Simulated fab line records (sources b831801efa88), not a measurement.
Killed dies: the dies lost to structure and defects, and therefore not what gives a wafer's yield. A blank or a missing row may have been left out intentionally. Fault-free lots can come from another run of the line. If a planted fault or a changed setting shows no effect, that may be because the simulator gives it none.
Which tool was responsible?	flow sky130	12 lots, 36 wafers sampled, at 1 step of a route of 708

WHAT THE GAUGES SHOWED, per wafer
SKY_FIELD_ISO_BOW_MEAS_00.
lot	measured	on	INCOMING_BOW (um)
L075	day 1 15:04	film_metro-01	13 4 3
L077	day 2 01:01	film_metro-01	-3 17 -4
L079	day 2 11:04	film_metro-03	1 -6 0
L081	day 2 21:00	film_metro-03	-3 0 -4
L083	day 3 07:01	film_metro-03	2 -12 -10
L085	day 3 17:00	film_metro-03	-6 -11 6
L087	day 4 03:00	film_metro-03	-4 0 9
L089	day 4 13:00	film_metro-04	13 4 -6
L091	day 4 23:00	film_metro-01	2 -4 1
L093	day 5 09:00	film_metro-03	1 8 -7
L095	day 5 19:00	film_metro-01	1 8 2
L097	day 6 05:01	film_metro-01	0 -8 -2

WHICH TOOL RAN EACH LOT (tool, then ch and the chambers of the sampled wafers, then the start)
There is no process step in the record ahead of these readings.

THE ANSWER, worked out from the rows above alone
Rule: what is usual is taken from the lots themselves. Put in order of their means at a reading, lots are off if they are a third of the lots or fewer, leave a main group of 4 or more, and stand apart from it by a gap of 3 or more times the standard deviation of the main group's means; of several such gaps the widest counts. Not used: any main group whose means are identical at the precision the tables above print for the reading. Also off: a lot with no number at a reading for which 4 or more lots have one. Any other lot the step has rows for is counted as sound.
None of the lots is off at any reading shown; this tells nothing.

WHAT THE SIMULATOR HAD INSERTED
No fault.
